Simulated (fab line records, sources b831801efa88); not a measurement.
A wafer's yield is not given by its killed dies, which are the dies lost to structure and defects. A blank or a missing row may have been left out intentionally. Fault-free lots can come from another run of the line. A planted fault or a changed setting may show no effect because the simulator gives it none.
The tool behind it: which one? -- flow sky130 -- 13 lots, 39 wafers sampled, at 4 steps of a route of 708

## WHAT EACH GAUGE READ, for each wafer
SKY_VIA1_CD_MEAS_12: the cd target is 150 nm. Usual: cd nm 149.5 nm, standard deviation 1.4.
lot,measured,on,cd nm (nm),flag
L852,day 33 23:52,cd sem-02,149.0 150.2 150.9,
L853,day 34 16:38,cd sem-01,151.0 152.8 150.7,
L854,day 34 20:04,cd sem-02,150.0 151.1 149.3,
L856,day 35 06:44,cd sem-01,150.3 150.0 149.2,
L857,day 35 18:22,cd sem-01,148.5 149.6 148.4,
L860,day 36 12:41,cd sem-01,148.9 147.1 148.2,
L863,day 37 12:19,cd sem-01,149.4 148.1 148.4,
L864,day 38 04:07,cd sem-01,151.5 151.5 151.1,
L869,day 39 10:50,cd sem-02,151.2 151.3 151.4,
L870,day 39 16:25,cd sem-01,147.4 148.2 148.1,
L871,day 40 04:10,cd sem-02,148.6 149.5 148.8,
L872,day 40 09:37,cd sem-01,146.4 148.0 146.9,
L875,day 40 23:46,cd sem-02,150.2 149.8 151.0,

SKY_VIA3_RS_MEAS_22: uses a four-point probe to measure. Usual: VIA3_W_RS typically reads 0.292 ohm/sq, with standard deviation 0.0066.
lot,measured,on,VIA3_W_RS (ohm/sq),flag
L852,day 39 17:56,film metro-01,0.283 0.299 0.286,
L853,day 40 08:40,film metro-04,0.282 0.296 0.285,
L854,day 40 12:22,film metro-02,0.295 0.285 0.286,
L856,day 40 21:06,film metro-02,0.297 0.303 0.286,
L857,day 41 08:22,film metro-01,0.286 0.287 0.300,
L860,day 42 00:08,film metro-04,0.297 0.285 0.300,
L863,day 43 00:34,film metro-04,0.301 0.298 0.288,
L864,day 43 13:49,film metro-04,0.283 0.281 0.300,
L869,day 44 18:50,film metro-02,0.302 0.285 0.286,
L870,day 44 22:26,film metro-01,0.281 0.295 0.281,
L871,day 45 08:29,film metro-04,0.282 0.297 0.295,
L872,day 45 13:20,film metro-02,0.286 0.300 0.284,
L875,day 46 01:47,film metro-04,0.287 0.287 0.297,

SKY_CAP2M_OVL_MEAS_12. Usual: CAP2M_OVL typically reads -1.5 nm, with standard deviation 1.2.
lot,measured,on,CAP2M_OVL (nm),flag
L852,day 40 18:32,overlay-02,-2.0 -3.2 -0.9,
L853,day 41 10:04,overlay-02,-2.8 -1.2 -3.2,
L854,day 41 13:52,overlay-02,-0.3 0.1 -0.7,
L856,day 41 22:41,overlay-02,-0.4 0.0 -2.2,
L857,day 42 08:52,overlay-01,-1.3 -1.3 -1.5,
L860,day 43 00:14,overlay-02,-0.6 -2.0 -0.9,
L863,day 44 00:11,overlay-01,-3.3 -1.1 1.1,
L864,day 44 12:41,overlay-02,-0.1 0.1 -1.7,
L869,day 45 16:54,overlay-02,-0.3 0.9 -1.4,
L870,day 45 20:35,overlay-02,-0.6 -0.9 -3.1,
L871,day 46 05:52,overlay-01,-2.9 -0.5 0.2,
L872,day 46 10:58,overlay-02,-1.4 -1.0 -3.0,
L875,day 46 23:13,overlay-02,-3.4 -3.0 -2.4,

## EACH LOT AND THE TOOL THAT RAN IT (in order: tool; ch and the chambers of the sampled wafers; start)
lot,SKY_VIA3_SPUTTER_20
L852,"pvd sputter-04, day 39 17:44"
L853,"pvd sputter-02, day 40 08:26"
L854,"pvd sputter-01, day 40 12:10"
L856,"pvd sputter-02, day 40 20:53"
L857,"pvd sputter-04, day 41 08:10"
L860,"pvd sputter-04, day 41 23:56"
L863,"pvd sputter-04, day 43 00:23"
L864,"pvd sputter-02, day 43 13:36"
L869,"pvd sputter-02, day 44 18:38"
L870,"pvd sputter-02, day 44 22:15"
L871,"pvd sputter-01, day 45 08:16"
L872,"pvd sputter-02, day 45 13:10"
L875,"pvd sputter-01, day 46 01:34"
- SKY_VIA3_SPUTTER_20: material TiN, target thk 20 nm, time 80 s.

## AS READ BY THE TOOLS THEMSELVES (means over the sampled wafers that have a number; for cases with no such wafer, the mark the record gives instead)
SKY_VIA3_SPUTTER_20. Usual: cathode dc power W 3999.9 W, standard deviation 0.67; throttle valve pct 29.7 %, standard deviation 0.95.
lot,tool,cathode dc power W (W),throttle valve pct (%),flag
L852,pvd sputter-04,3999.0,30.0,
L853,pvd sputter-02,3999.0,29.5,
L854,pvd sputter-01,4000.3,28.9,
L856,pvd sputter-02,3999.9,30.5,
L857,pvd sputter-04,3999.8,30.7,
L860,pvd sputter-04,4000.8,30.1,
L863,pvd sputter-04,4000.1,30.5,
L864,pvd sputter-02,4000.0,29.5,
L869,pvd sputter-02,4260.0,29.6,OFF
L870,pvd sputter-02,4259.4,28.9,OFF
L871,pvd sputter-01,4000.2,29.3,
L872,pvd sputter-02,4260.2,29.7,OFF
L875,pvd sputter-01,3999.9,29.3,

## THE ANSWER, worked out from the rows above alone
Rule: take the mean of a lot's wafers that have a number; if it is more than 3 standard deviations from the usual mean, the lot is off. Also off: a lot with no number at a reading for which 4 or more lots have one. Any other lot the step has rows for is counted as sound. Order of review: gauges by route order, followed by the tools' own readings, for which a lot's mean as printed above is used. The first step at which some lot is off is used, and at that step the reading that is off furthest; a lot without a number counts as furthest.
Off: L869, L870, L872 (SKY_VIA3_SPUTTER_20, cathode dc power W).
If a tool, at that step or one of the process steps before it, ran each lot that is off and ran no sound lot following the first of them, it fits. One fits: SKY_VIA3_SPUTTER_20 on pvd sputter-02. A fault onset in the window from L864 (day 43 13:36, its last sound lot) to L869 (day 44 18:38, its first lot off) fits.
The tool's own readings at SKY_VIA3_SPUTTER_20 bear it out: on the lots that are off they differ by more than 5 times the standard deviation of the sound lots' means. cathode dc power W reads 4259.9 W there against 3999.9 W on the sound lots.

## WHAT THE SIMULATOR HAD PUT IN
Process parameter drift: pvd sputter-02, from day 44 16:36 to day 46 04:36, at SKY_VIA3_SPUTTER_20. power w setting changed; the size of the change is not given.
Struck lots among those shown: L869, L870, L872. The rule above found the same.
